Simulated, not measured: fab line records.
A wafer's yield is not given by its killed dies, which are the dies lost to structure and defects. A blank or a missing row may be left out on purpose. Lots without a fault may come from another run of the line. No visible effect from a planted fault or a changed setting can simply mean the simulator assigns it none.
fab line records ; flow gf180mcu
[record] lots = 24; wafers = 72; last_day = 36
route steps=602 shown M3@413 M4@471 V4@497 PASSIVATION@587
lots that met no fault: taken from a fault-free run of the same line
start_h: hours from the record's opening day to when the first of the lot's shown wafers began ; wait_h: hours elapsed since this lot's preceding step ; " repeats the value in the row above ; L1.1+2: one row covering several wafers at once ; - either no value or no given start ; * or withheld: withheld ; < > ~ a bound
route shown NAME@n: a module of which the file shows steps, and the number in the route of the first ; usual: mean/standard deviation of fault-free wafers ; same: alike in all rows ; chamber/n: place in a boat ; sites: per-site readings ; _std_site: the values' standard deviation ; _edge_site: outer sites' mean less inner sites' ; radius_mm: how far each site lies from the wafer's centre ; mask NAME#n: copy n ; behind: the most recent tool/chamber to have shaped the wafer ; hold: why the lot went on hold/how many hours it stayed there/how the hold came to an end ; device: transistor that didn't switch, given as n, p or np ; end of line: at the end of the route, the tests of the same wafers ; step lacking rows: just its recipe ; killed: count of dies lost to structure and defects at first sort (not the wafer's yield) ; map: the dies of a wafer, with x for killed, . for not killed, _ for no die there
set.NAME: the setting that was run; set.NAME@STEP: the one run at that earlier step ; model.NAME: the simulator's own value behind a step, which no gauge read
steps of the route over a sample of lots; a table a step, a row a wafer
services: a tool's chamber out of use, with start hour (start_h, from the record's first day; less than 0 if before it), hours out, and reason
[[steps]]
[step GF_M3_SPUTTER_04]
[recipe] material = TiN; target_thk_nm = 50; power_w = 6500; time_s = 41.7; chamber_pressure_pa = 0.4
[usual] chamber_pressure_pa = 0.4000/0.00082; throttle_valve_pct = 30.0/0.78
lot.wafer;tool;chamber;start_h;wait_h;chamber_pressure_pa;throttle_valve_pct
L074.2;pvd_sputter-04;-;514.01;0.0;0.4015;30.6
L074.5;pvd_sputter-04;-;514.01;0.0;0.4014;29.6
L074.6;pvd_sputter-04;-;514.01;0.0;0.3998;30.7
L075.3;pvd_sputter-04;-;527.91;0.0;0.4005;31.0
L075.5;pvd_sputter-04;-;527.91;0.0;0.4003;31.0
L075.6;pvd_sputter-04;-;527.91;0.0;0.3992;29.9
L076.1;pvd_sputter-03;-;535.01;0.0;0.4007;31.0
L076.4;pvd_sputter-03;-;535.01;0.0;0.3990;29.9
L076.6;pvd_sputter-03;-;535.01;0.0;0.4010;28.8
L077.1;pvd_sputter-03;-;543.87;0.0;0.3997;31.1
L077.3;pvd_sputter-03;-;543.87;0.0;0.3998;29.0
L077.5;pvd_sputter-03;-;543.87;0.0;0.4001;30.1
L078.1;pvd_sputter-03;-;547.51;0.0;0.3993;28.9
L078.5;pvd_sputter-03;-;547.51;0.0;0.4003;30.5
L078.6;pvd_sputter-03;-;547.51;0.0;0.4014;29.7
L079.1;pvd_sputter-03;-;559.96;0.0;0.3996;29.9
L079.2;pvd_sputter-03;-;559.96;0.0;0.3995;31.0
L079.6;pvd_sputter-03;-;559.96;0.0;0.3996;29.7
L080.2;pvd_sputter-03;-;564.95;0.0;0.3998;28.7
L080.3;pvd_sputter-03;-;564.95;0.0;0.4012;30.8
L080.4;pvd_sputter-03;-;564.95;0.0;0.4011;31.1
L081.1;pvd_sputter-01;-;571.23;0.0;0.3998;29.3
L081.4;pvd_sputter-01;-;571.23;0.0;0.3996;28.4
L081.6;pvd_sputter-01;-;571.23;0.0;0.3999;28.3
L082.2;pvd_sputter-01;-;586.21;0.0;0.4005;28.4
L082.4;pvd_sputter-01;-;586.21;0.0;0.4011;29.1
L082.6;pvd_sputter-01;-;586.21;0.0;0.4006;29.0
L083.1;pvd_sputter-04;-;591.01;0.0;0.3998;30.5
L083.2;pvd_sputter-04;-;591.01;0.0;0.4004;31.1
L083.6;pvd_sputter-04;-;591.01;0.0;0.4013;29.6
L084.2;pvd_sputter-04;-;600.61;0.0;0.4009;29.8
L084.4;pvd_sputter-04;-;600.61;0.0;0.4001;30.1
L084.6;pvd_sputter-04;-;600.61;0.0;0.3986;31.1
L085.1;pvd_sputter-04;-;606.97;0.0;0.3995;30.2
L085.3;pvd_sputter-04;-;606.97;0.0;0.3997;29.7
L085.6;pvd_sputter-04;-;606.97;0.0;0.4008;30.9
L086.1;pvd_sputter-04;-;611.86;0.0;0.3994;30.5
L086.5;pvd_sputter-04;-;611.86;0.0;0.3998;30.2
L086.6;pvd_sputter-04;-;611.86;0.0;0.3997;29.8
L087.2;pvd_sputter-04;-;618.16;0.0;0.4000;29.9
L087.3;pvd_sputter-04;-;618.16;0.0;0.4005;30.5
L087.4;pvd_sputter-04;-;618.16;0.0;0.3993;29.8
L088.2;pvd_sputter-04;-;628.28;0.0;0.3992;29.9
L088.3;pvd_sputter-04;-;628.28;0.0;0.3997;30.7
L088.5;pvd_sputter-04;-;628.28;0.0;0.4003;30.6
L089.2;pvd_sputter-03;-;634.27;0.0;0.3982;30.1
L089.4;pvd_sputter-03;-;634.27;0.0;0.3997;30.9
L089.6;pvd_sputter-03;-;634.27;0.0;0.3997;30.7
L090.3;pvd_sputter-03;-;639.39;0.0;0.4003;30.9
L090.5;pvd_sputter-03;-;639.39;0.0;0.3988;30.4
L090.6;pvd_sputter-03;-;639.39;0.0;0.4010;30.0
L091.1;pvd_sputter-01;-;650.20;0.0;0.4004;28.8
L091.3;pvd_sputter-01;-;650.20;0.0;0.3992;29.3
L091.4;pvd_sputter-01;-;650.20;0.0;0.4009;29.4
L092.4;pvd_sputter-04;-;652.81;0.0;0.4002;31.1
L092.5;pvd_sputter-04;-;652.81;0.0;0.3997;30.5
L092.6;pvd_sputter-04;-;652.81;0.0;0.3995;30.2
L093.1;pvd_sputter-04;-;658.21;0.0;0.3993;31.3
L093.5;pvd_sputter-04;-;658.21;0.0;0.3984;30.9
L093.6;pvd_sputter-04;-;658.21;0.0;0.4008;29.7
L094.1;pvd_sputter-04;-;663.05;0.0;0.4011;30.0
L094.3;pvd_sputter-04;-;663.05;0.0;0.3996;30.6
L094.4;pvd_sputter-04;-;663.05;0.0;0.3990;30.8
L095.1;pvd_sputter-01;-;672.14;0.0;0.3985;30.5
L095.3;pvd_sputter-01;-;672.14;0.0;0.4012;28.6
L095.4;pvd_sputter-01;-;672.14;0.0;0.3987;29.3
L096.1;pvd_sputter-01;-;680.24;0.0;0.4007;28.5
L096.4;pvd_sputter-01;-;680.24;0.0;0.4013;29.2
L096.6;pvd_sputter-01;-;680.24;0.0;0.4001;30.2
L097.3;pvd_sputter-03;-;685.14;0.0;0.3990;31.1
L097.4;pvd_sputter-03;-;685.14;0.0;0.3998;30.7
L097.5;pvd_sputter-03;-;685.14;0.0;0.4004;30.8
[step GF_M4_OVL_MEAS_15]
[usual] M4_OVL = -3/5.1
lot.wafer;tool;chamber;start_h;wait_h;M4_OVL[nm]
L074.2;overlay-01;-;589.14;0.1;-5
L074.5;overlay-01;-;589.14;0.1;-7
L074.6;overlay-01;-;589.14;0.1;-7
L075.3;overlay-01;-;600.61;0.1;-9
L075.5;overlay-01;-;600.61;0.1;-12
L075.6;overlay-01;-;600.61;0.1;-2
L076.1;overlay-02;-;606.91;0.1;-9
L076.4;overlay-02;-;606.91;0.1;4
L076.6;overlay-02;-;606.91;0.1;-2
L077.1;overlay-01;-;615.26;0.1;0
L077.3;overlay-01;-;615.26;0.1;0
L077.5;overlay-01;-;615.26;0.1;-7
L078.1;overlay-01;-;620.04;0.1;-1
L078.5;overlay-01;-;620.04;0.1;-4
L078.6;overlay-01;-;620.04;0.1;-6
L079.1;overlay-01;-;631.09;0.1;-9
L079.2;overlay-01;-;631.09;0.1;-2
L079.6;overlay-01;-;631.09;0.1;5
L080.2;overlay-01;-;635.09;0.1;-6
L080.3;overlay-01;-;635.09;0.1;-5
L080.4;overlay-01;-;635.09;0.1;-8
L081.1;overlay-02;-;641.61;0.1;-2
L081.4;overlay-02;-;641.61;0.1;-11
L081.6;overlay-02;-;641.61;0.1;-6
L082.2;overlay-01;-;655.61;0.1;0
L082.4;overlay-01;-;655.61;0.1;-5
L082.6;overlay-01;-;655.61;0.1;-5
L083.1;overlay-02;-;659.43;0.1;-6
L083.2;overlay-02;-;659.43;0.1;5
L083.6;overlay-02;-;659.43;0.1;2
L084.2;overlay-02;-;667.76;0.1;-11
L084.4;overlay-02;-;667.76;0.1;-13
L084.6;overlay-02;-;667.76;0.1;-11
L085.1;overlay-01;-;675.26;0.1;4
L085.3;overlay-01;-;675.26;0.1;0
L085.6;overlay-01;-;675.26;0.1;7
L086.1;overlay-01;-;678.36;0.1;-2
L086.5;overlay-01;-;678.36;0.1;-3
L086.6;overlay-01;-;678.36;0.1;7
L087.2;overlay-01;-;685.24;0.1;-5
L087.3;overlay-01;-;685.24;0.1;2
L087.4;overlay-01;-;685.24;0.1;2
L088.2;overlay-01;-;695.29;0.1;-9
L088.3;overlay-01;-;695.29;0.1;-2
L088.5;overlay-01;-;695.29;0.1;-4
L089.2;overlay-01;-;698.26;0.1;-1
L089.4;overlay-01;-;698.26;0.1;-6
L089.6;overlay-01;-;698.26;0.1;-2
L090.3;overlay-01;-;704.45;0.1;2
L090.5;overlay-01;-;704.45;0.1;-3
L090.6;overlay-01;-;704.45;0.1;-6
L091.1;overlay-01;-;713.98;0.1;-4
L091.3;overlay-01;-;713.98;0.1;-5
L091.4;overlay-01;-;713.98;0.1;-1
L092.4;overlay-01;-;716.65;0.1;-3
L092.5;overlay-01;-;716.65;0.1;-3
L092.6;overlay-01;-;716.65;0.1;-8
L093.1;overlay-01;-;723.31;0.1;-5
L093.5;overlay-01;-;723.31;0.1;-7
L093.6;overlay-01;-;723.31;0.1;1
L094.1;overlay-02;-;726.88;0.1;0
L094.3;overlay-02;-;726.88;0.1;-4
L094.4;overlay-02;-;726.88;0.1;6
L095.1;overlay-01;-;734.88;0.1;-1
L095.3;overlay-01;-;734.88;0.1;-2
L095.4;overlay-01;-;734.88;0.1;-2
L096.1;overlay-01;-;743.13;0.1;7
L096.4;overlay-01;-;743.13;0.1;-2
L096.6;overlay-01;-;743.13;0.1;-2
L097.3;overlay-02;-;746.54;0.1;-5
L097.4;overlay-02;-;746.54;0.1;-4
L097.5;overlay-02;-;746.54;0.1;-4
[step GF_V4_SPUTTER_21]
[recipe] material = Ti; target_thk_nm = 15; chamber_pressure_pa = 5; power_w = 2500; substrate_temp_c = 200; time_s = 80.02
[usual] chamber_pressure_pa = 5.001/0.01; throttle_valve_pct = 29.7/1.1
lot.wafer;tool;chamber;start_h;wait_h;chamber_pressure_pa;throttle_valve_pct
L074.2;pvd_sputter-02;-;613.48;0.0;5.010;29.5
L074.5;pvd_sputter-02;-;613.48;0.0;5.011;29.3
L074.6;pvd_sputter-02;-;613.48;0.0;5.001;31.4
L075.3;pvd_sputter-01;-;624.88;0.0;4.999;28.5
L075.5;pvd_sputter-01;-;624.88;0.0;4.997;29.1
L075.6;pvd_sputter-01;-;624.88;0.0;5.005;29.5
L076.1;pvd_sputter-01;-;631.21;0.0;4.992;29.1
L076.4;pvd_sputter-01;-;631.21;0.0;5.015;30.4
L076.6;pvd_sputter-01;-;631.21;0.0;5.007;28.4
L077.1;pvd_sputter-02;-;639.52;0.0;5.012;27.7
L077.3;pvd_sputter-02;-;639.52;0.0;4.988;31.2
L077.5;pvd_sputter-02;-;639.52;0.0;4.988;31.5
L078.1;pvd_sputter-03;-;643.93;0.0;5.014;30.8
L078.5;pvd_sputter-03;-;643.93;0.0;4.985;28.7
L078.6;pvd_sputter-03;-;643.93;0.0;4.995;30.8
L079.1;pvd_sputter-01;-;654.63;0.0;5.005;28.4
L079.2;pvd_sputter-01;-;654.63;0.0;5.007;30.2
L079.6;pvd_sputter-01;-;654.63;0.0;4.993;29.3
L080.2;pvd_sputter-03;-;658.53;0.0;4.992;29.7
L080.3;pvd_sputter-03;-;658.53;0.0;4.999;28.8
L080.4;pvd_sputter-03;-;658.53;0.0;4.999;30.6
L081.1;pvd_sputter-01;-;665.58;0.0;4.994;29.1
L081.4;pvd_sputter-01;-;665.58;0.0;4.998;30.4
L081.6;pvd_sputter-01;-;665.58;0.0;5.000;29.2
L082.2;pvd_sputter-03;-;678.04;0.0;5.015;30.9
L082.4;pvd_sputter-03;-;678.04;0.0;5.009;28.8
L082.6;pvd_sputter-03;-;678.04;0.0;4.983;30.8
L083.1;pvd_sputter-01;-;682.22;0.0;5.009;29.4
L083.2;pvd_sputter-01;-;682.22;0.0;4.990;28.4
L083.6;pvd_sputter-01;-;682.22;0.0;5.007;29.3
L084.2;pvd_sputter-01;-;690.63;0.0;5.016;30.3
L084.4;pvd_sputter-01;-;690.63;0.0;4.980;28.6
L084.6;pvd_sputter-01;-;690.63;0.0;4.995;29.2
L085.1;pvd_sputter-03;-;698.43;0.0;5.032;30.7
L085.3;pvd_sputter-03;-;698.43;0.0;5.012;28.9
L085.6;pvd_sputter-03;-;698.43;0.0;4.984;29.7
L086.1;pvd_sputter-01;-;700.88;0.0;4.986;28.4
L086.5;pvd_sputter-01;-;700.88;0.0;5.012;29.4
L086.6;pvd_sputter-01;-;700.88;0.0;4.987;29.4
L087.2;pvd_sputter-03;-;706.96;0.0;5.005;31.0
L087.3;pvd_sputter-03;-;706.96;0.0;4.990;30.7
L087.4;pvd_sputter-03;-;706.96;0.0;5.019;29.7
L088.2;pvd_sputter-02;-;717.43;0.0;5.010;31.7
L088.3;pvd_sputter-02;-;717.43;0.0;4.998;29.5
L088.5;pvd_sputter-02;-;717.43;0.0;4.997;31.3
L089.2;pvd_sputter-01;-;720.28;0.0;4.978;28.5
L089.4;pvd_sputter-01;-;720.28;0.0;4.987;28.4
L089.6;pvd_sputter-01;-;720.28;0.0;4.996;30.2
L090.3;pvd_sputter-02;-;726.28;0.0;4.991;31.3
L090.5;pvd_sputter-02;-;726.28;0.0;5.002;29.8
L090.6;pvd_sputter-02;-;726.28;0.0;5.004;27.6
L091.1;pvd_sputter-01;-;735.03;0.0;5.011;29.2
L091.3;pvd_sputter-01;-;735.03;0.0;4.998;29.2
L091.4;pvd_sputter-01;-;735.03;0.0;4.997;28.4
L092.4;pvd_sputter-01;-;738.03;0.0;5.002;29.1
L092.5;pvd_sputter-01;-;738.03;0.0;4.999;30.4
L092.6;pvd_sputter-01;-;738.03;0.0;4.995;29.5
L093.1;pvd_sputter-03;-;744.46;0.0;5.003;31.0
L093.5;pvd_sputter-03;-;744.46;0.0;5.000;30.8
L093.6;pvd_sputter-03;-;744.46;0.0;5.008;28.6
L094.1;pvd_sputter-03;-;747.99;0.0;5.005;28.8
L094.3;pvd_sputter-03;-;747.99;0.0;5.013;31.1
L094.4;pvd_sputter-03;-;747.99;0.0;4.993;28.9
L095.1;pvd_sputter-02;-;755.86;0.0;5.008;31.4
L095.3;pvd_sputter-02;-;755.86;0.0;5.007;27.5
L095.4;pvd_sputter-02;-;755.86;0.0;5.003;32.0
L096.1;pvd_sputter-01;-;763.33;0.0;4.985;29.5
L096.4;pvd_sputter-01;-;763.33;0.0;5.012;30.4
L096.6;pvd_sputter-01;-;763.33;0.0;4.995;29.4
L097.3;pvd_sputter-02;-;766.83;0.0;4.990;32.0
L097.4;pvd_sputter-02;-;766.83;0.0;5.016;29.4
L097.5;pvd_sputter-02;-;766.83;0.0;5.008;29.4
[step GF_PASSIVATION_CVD_00]
[recipe] material = SiO2; target_thk_nm = 1000; precursor = TEOS; temp_c = 400; time_s = 111.95; rf_w = 613.1
[usual] heater_power_w = 640/68
lot.wafer;tool;chamber;start_h;wait_h;heater_power_w
L074.2;pecvd-02;2;702.89;0.0;563
L074.5;pecvd-02;2;702.89;0.0;635
L074.6;pecvd-02;0;702.89;0.0;704
L075.3;pecvd-04;0;714.72;0.0;619
L075.5;pecvd-04;1;714.72;0.0;704
L075.6;pecvd-04;0;714.72;0.0;683
L076.1;pecvd-04;0;718.76;0.0;683
L076.4;pecvd-04;0;718.76;0.0;557
L076.6;pecvd-04;2;718.76;0.0;755
L077.1;pecvd-02;2;726.99;0.0;571
L077.3;pecvd-02;0;726.99;0.0;683
L077.5;pecvd-02;1;726.99;0.0;631
L078.1;pecvd-02;0;729.94;0.0;733
L078.5;pecvd-02;2;729.94;0.0;541
L078.6;pecvd-02;0;729.94;0.0;579
L079.1;pecvd-02;0;739.90;0.0;609
L079.2;pecvd-02;2;739.90;0.0;590
L079.6;pecvd-02;1;739.90;0.0;666
L080.2;pecvd-02;2;744.09;0.0;666
L080.3;pecvd-02;0;744.09;0.0;716
L080.4;pecvd-02;0;744.09;0.0;574
L081.1;pecvd-03;2;750.83;0.0;513
L081.4;pecvd-03;2;750.83;0.0;565
L081.6;pecvd-03;0;750.83;0.0;663
L082.2;pecvd-04;1;760.98;0.0;679
L082.4;pecvd-04;2;760.98;0.0;640
L082.6;pecvd-04;1;760.98;0.0;726
L083.1;pecvd-04;1;765.58;0.0;667
L083.2;pecvd-04;2;765.58;0.0;786
L083.6;pecvd-04;2;765.58;0.0;630
L084.2;pecvd-02;0;772.24;0.0;670
L084.4;pecvd-02;0;772.24;0.0;717
L084.6;pecvd-02;2;772.24;0.0;638
L085.1;pecvd-04;2;778.83;0.0;783
L085.3;pecvd-04;0;778.83;0.0;670
L085.6;pecvd-04;1;778.83;0.0;708
L086.1;pecvd-03;0;780.72;0.0;654
L086.5;pecvd-03;1;780.72;0.0;635
L086.6;pecvd-03;2;780.72;0.0;606
L087.2;pecvd-04;0;787.00;0.0;672
L087.3;pecvd-04;2;787.00;0.0;791
L087.4;pecvd-04;2;787.00;0.0;637
L088.2;pecvd-03;2;795.54;0.0;618
L088.3;pecvd-03;0;795.54;0.0;667
L088.5;pecvd-03;2;795.54;0.0;477
L089.2;pecvd-04;2;798.84;0.0;779
L089.4;pecvd-04;2;798.84;0.0;639
L089.6;pecvd-04;1;798.84;0.0;746
L090.3;pecvd-02;1;803.04;0.0;593
L090.5;pecvd-02;1;803.04;0.0;641
L090.6;pecvd-02;2;803.04;0.0;612
L091.1;pecvd-02;1;810.54;0.0;530
L091.3;pecvd-02;0;810.54;0.0;623
L091.4;pecvd-02;2;810.54;0.0;659
L092.4;pecvd-02;1;812.58;0.0;531
L092.5;pecvd-02;2;812.58;0.0;544
L092.6;pecvd-02;0;812.58;0.0;668
L093.1;pecvd-03;2;819.44;0.0;586
L093.5;pecvd-03;1;819.44;0.0;678
L093.6;pecvd-03;0;819.44;0.0;575
L094.1;pecvd-03;1;822.00;0.0;692
L094.3;pecvd-03;0;822.00;0.0;688
L094.4;pecvd-03;0;822.00;0.0;698
L095.1;pecvd-03;2;828.98;0.0;561
L095.3;pecvd-03;1;828.98;0.0;591
L095.4;pecvd-03;1;828.98;0.0;652
L096.1;pecvd-04;2;834.70;0.0;776
L096.4;pecvd-04;1;834.70;0.0;716
L096.6;pecvd-04;2;834.70;0.0;639
L097.3;pecvd-02;0;838.03;0.0;706
L097.4;pecvd-02;1;838.03;0.0;631
L097.5;pecvd-02;2;838.03;0.0;663
[step GF_PASSIVATION_THK_MEAS_03]
[recipe] reads = Si3N4_of_PASSIVATION_CVD_02
[usual] PASSIVATION_CVD_02_THK = 699/8.4
lot.wafer;tool;chamber;start_h;wait_h;PASSIVATION_CVD_02_THK[nm]
L074.2;film_metro-02;-;703.32;0.2;702
L074.5;film_metro-02;-;703.32;0.2;714
L074.6;film_metro-02;-;703.32;0.2;703
L075.3;film_metro-04;-;715.16;0.2;691
L075.5;film_metro-04;-;715.16;0.2;707
L075.6;film_metro-04;-;715.16;0.2;703
L076.1;film_metro-04;-;719.18;0.1;690
L076.4;film_metro-04;-;719.18;0.1;702
L076.6;film_metro-04;-;719.18;0.1;699
L077.1;film_metro-02;-;727.42;0.1;694
L077.3;film_metro-02;-;727.42;0.1;698
L077.5;film_metro-02;-;727.42;0.1;706
L078.1;film_metro-02;-;730.36;0.1;687
L078.5;film_metro-02;-;730.36;0.1;707
L078.6;film_metro-02;-;730.36;0.1;708
L079.1;film_metro-02;-;740.33;0.1;690
L079.2;film_metro-02;-;740.33;0.1;687
L079.6;film_metro-02;-;740.33;0.1;697
L080.2;film_metro-04;-;744.52;0.2;688
L080.3;film_metro-04;-;744.52;0.2;692
L080.4;film_metro-04;-;744.52;0.2;704
L081.1;film_metro-04;-;751.25;0.1;684
L081.4;film_metro-04;-;751.25;0.1;690
L081.6;film_metro-04;-;751.25;0.1;698
L082.2;film_metro-04;-;761.41;0.2;686
L082.4;film_metro-04;-;761.41;0.2;699
L082.6;film_metro-04;-;761.41;0.2;696
L083.1;film_metro-02;-;766.00;0.1;689
L083.2;film_metro-02;-;766.00;0.1;698
L083.6;film_metro-02;-;766.00;0.1;707
L084.2;film_metro-02;-;772.67;0.2;684
L084.4;film_metro-02;-;772.67;0.2;701
L084.6;film_metro-02;-;772.67;0.2;695
L085.1;film_metro-04;-;779.25;0.1;685
L085.3;film_metro-04;-;779.25;0.1;699
L085.6;film_metro-04;-;779.25;0.1;704
L086.1;film_metro-02;-;781.14;0.1;692
L086.5;film_metro-02;-;781.14;0.1;702
L086.6;film_metro-02;-;781.14;0.1;687
L087.2;film_metro-03;-;787.43;0.2;688
L087.3;film_metro-03;-;787.43;0.2;704
L087.4;film_metro-03;-;787.43;0.2;712
L088.2;film_metro-02;-;795.97;0.2;694
L088.3;film_metro-02;-;795.97;0.2;684
L088.5;film_metro-02;-;795.97;0.2;698
L089.2;film_metro-03;-;799.27;0.2;694
L089.4;film_metro-03;-;799.27;0.2;717
L089.6;film_metro-03;-;799.27;0.2;711
L090.3;film_metro-04;-;803.48;0.2;699
L090.5;film_metro-04;-;803.48;0.2;703
L090.6;film_metro-04;-;803.48;0.2;706
L091.1;film_metro-04;-;810.97;0.1;695
L091.3;film_metro-04;-;810.97;0.1;697
L091.4;film_metro-04;-;810.97;0.1;709
L092.4;film_metro-04;-;813.04;0.0;701
L092.5;film_metro-04;-;813.04;0.0;705
L092.6;film_metro-04;-;813.04;0.0;708
L093.1;film_metro-02;-;819.87;0.1;696
L093.5;film_metro-02;-;819.87;0.1;707
L093.6;film_metro-02;-;819.87;0.1;713
L094.1;film_metro-03;-;822.43;0.1;702
L094.3;film_metro-03;-;822.43;0.1;694
L094.4;film_metro-03;-;822.43;0.1;706
L095.1;film_metro-03;-;829.41;0.1;695
L095.3;film_metro-03;-;829.41;0.1;698
L095.4;film_metro-03;-;829.41;0.1;712
L096.1;film_metro-04;-;835.13;0.1;697
L096.4;film_metro-04;-;835.13;0.1;719
L096.6;film_metro-04;-;835.13;0.1;702
L097.3;film_metro-02;-;838.48;0.2;706
L097.4;film_metro-02;-;838.48;0.2;708
L097.5;film_metro-02;-;838.48;0.2;702
[step GF_PASSIVATION_ETCH_11]
[recipe] chemistry = CF4/O2; target_depth_nm = 2040; stop_on = TiN; source_w = 800; bias_w = 150; pressure_mtorr = 150; cf4_flow_sccm = 80; O2_flow_sccm = 10; time_s = 453.3
[usual] drypump_motor_current_A = 5.7/0.42; oes_product_au = 0.990/0.0057; throttle_valve_pct = 5.968/0.0092
lot.wafer;tool;chamber;start_h;wait_h;drypump_motor_current_A;oes_product_au;rf_hours_counter_h;throttle_valve_pct
L074.2;rie_diel-01;3;722.84;-;5.0;0.990;17;5.968
L074.5;rie_diel-01;3;722.84;-;5.0;0.983;-;5.970
L074.6;rie_diel-01;0;722.84;-;6.2;0.997;-;5.967
L075.3;rie_diel-02;3;733.99;-;5.4;0.987;7;5.985
L075.5;rie_diel-02;3;733.99;-;5.4;0.982;-;5.966
L075.6;rie_diel-02;2;733.99;-;5.9;0.993;-;5.966
L076.1;rie_diel-02;3;738.34;-;5.4;0.983;7;5.954
L076.4;rie_diel-02;0;738.34;-;6.2;0.985;6;5.958
L076.6;rie_diel-02;1;738.34;-;6.2;0.996;-;5.962
L077.1;rie_diel-02;3;746.26;-;5.4;0.993;8;5.960
L077.3;rie_diel-02;0;746.26;-;6.2;0.988;6;5.960
L077.5;rie_diel-02;3;746.26;-;5.4;0.988;-;5.972
L078.1;rie_diel-04;2;748.96;-;5.6;0.987;27;5.944
L078.5;rie_diel-04;2;748.96;-;5.5;0.989;-;5.971
L078.6;rie_diel-04;3;748.96;-;5.8;0.973;-;5.976
L079.1;rie_diel-02;3;758.66;-;5.4;0.983;8;5.957
L079.2;rie_diel-02;0;758.66;-;6.3;0.994;7;5.973
L079.6;rie_diel-02;2;758.66;-;5.9;0.995;-;5.972
L080.2;rie_diel-02;0;762.16;-;6.2;0.998;7;5.977
L080.3;rie_diel-02;2;762.16;-;5.9;0.990;17;5.963
L080.4;rie_diel-02;3;762.16;-;5.4;0.998;8;5.978
L081.1;rie_diel-04;3;769.16;-;5.7;0.980;10;5.958
L081.4;rie_diel-04;2;769.16;-;5.5;0.982;28;5.977
L081.6;rie_diel-04;2;769.16;-;5.5;0.988;-;5.956
L082.2;rie_diel-04;3;779.11;-;5.8;0.987;11;5.973
L082.4;rie_diel-04;0;779.11;-;5.0;0.994;1;5.978
L082.6;rie_diel-04;1;779.11;-;5.4;1.000;-;5.979
L083.1;rie_diel-04;3;783.26;-;5.8;0.984;11;5.960
L083.2;rie_diel-04;1;783.26;-;5.4;0.988;11;5.971
L083.6;rie_diel-04;2;783.26;-;5.5;0.991;-;5.964
L084.2;rie_diel-01;1;790.26;-;6.1;0.984;16;5.970
L084.4;rie_diel-01;3;790.26;-;5.0;0.999;-;5.963
L084.6;rie_diel-01;0;790.26;-;6.2;0.992;-;5.971
L085.1;rie_diel-04;2;796.41;-;5.5;0.996;30;5.966
L085.3;rie_diel-04;0;796.41;-;5.0;0.990;2;5.982
L085.6;rie_diel-04;0;796.41;-;5.0;0.990;-;5.956
L086.1;rie_diel-02;0;798.43;-;6.2;0.990;9;5.963
L086.5;rie_diel-02;2;798.43;-;5.9;0.994;-;5.956
L086.6;rie_diel-02;1;798.43;-;6.1;0.989;-;5.963
L087.2;rie_diel-04;0;804.11;-;5.0;0.996;3;5.973
L087.3;rie_diel-04;1;804.11;-;5.4;0.991;12;5.987
L087.4;rie_diel-04;3;804.11;-;5.8;0.984;12;5.950
L088.2;rie_diel-01;3;812.51;-;5.0;0.998;21;5.984
L088.3;rie_diel-01;0;812.51;-;6.2;0.994;8;5.983
L088.5;rie_diel-01;2;812.51;-;6.2;0.988;-;5.976
L089.2;rie_diel-04;1;815.43;-;5.4;0.991;12;5.961
L089.4;rie_diel-04;2;815.43;-;5.5;0.987;31;5.963
L089.6;rie_diel-04;1;815.43;-;5.3;0.994;-;5.977
L090.3;rie_diel-04;3;820.21;-;5.8;0.995;13;5.989
L090.5;rie_diel-04;1;820.21;-;5.3;0.987;-;5.968
L090.6;rie_diel-04;2;820.21;-;5.5;0.991;-;5.967
L091.1;rie_diel-04;3;826.91;-;5.7;0.985;13;5.954
L091.3;rie_diel-04;2;826.91;-;5.5;0.989;31;5.963
L091.4;rie_diel-04;3;826.91;-;5.8;0.992;-;5.953
L092.4;rie_diel-01;2;829.02;-;6.2;0.990;-;5.971
L092.5;rie_diel-01;0;829.02;-;6.2;0.997;-;5.960
L092.6;rie_diel-01;3;829.02;-;5.0;0.999;-;5.963
L093.1;rie_diel-02;2;834.96;-;5.9;0.987;21;5.972
L093.5;rie_diel-02;3;834.96;-;5.4;0.985;-;5.959
L093.6;rie_diel-02;0;834.96;-;6.2;0.990;-;5.993
L094.1;rie_diel-02;2;837.76;-;5.9;0.997;21;5.957
L094.3;rie_diel-02;1;837.76;-;6.1;0.996;6;5.968
L094.4;rie_diel-02;0;837.76;-;6.2;0.991;11;5.967
L095.1;rie_diel-04;2;844.51;-;5.5;0.983;32;5.983
L095.3;rie_diel-04;3;844.51;-;5.8;0.981;14;5.966
L095.4;rie_diel-04;1;844.51;-;5.4;0.994;14;5.957
L096.1;rie_diel-02;0;849.86;-;6.2;0.991;12;5.962
L096.4;rie_diel-02;1;849.86;-;6.1;0.993;6;5.964
L096.6;rie_diel-02;3;849.86;-;5.4;0.992;-;5.951
L097.3;rie_diel-02;0;852.83;-;6.2;1.001;12;5.963
L097.4;rie_diel-02;3;852.83;-;5.4;0.989;13;5.963
L097.5;rie_diel-02;1;852.83;-;6.1;0.985;-;5.954
[[services]]
tool;chamber;start_h;hours;kind
pvd_sputter-02;-;515.81;3.5;repair
pecvd-03;-;534.19;1.2;repair
pecvd-04;-;540.44;14.6;pm
pvd_sputter-01;-;549.63;1.2;repair
pecvd-04;-;560.08;1.5;repair
pecvd-04;-;563.03;1.1;repair
pecvd-04;0;576.90;5.1;repair
pecvd-02;-;591.12;14.0;pm
pecvd-03;-;626.54;1.7;repair
pvd_sputter-01;-;648.52;0.9;repair
pvd_sputter-01;-;655.87;3.9;repair
pvd_sputter-03;-;669.65;1.0;repair
pecvd-03;1;685.43;8.3;repair
rie_diel-02;-;704.15;2.8;pm
pecvd-03;-;704.35;0.7;repair
pvd_sputter-04;-;706.78;1.2;repair
pecvd-04;1;722.94;5.3;repair
pvd_sputter-04;-;730.60;4.4;repair
rie_diel-04;1;784.48;5.5;repair
pvd_sputter-01;-;785.77;4.9;repair
rie_diel-04;-;811.74;2.8;pm
rie_diel-04;1;824.48;2.5;repair
pvd_sputter-04;-;827.22;0.5;repair
pvd_sputter-01;-;842.54;3.3;repair
[[key]]
fault none
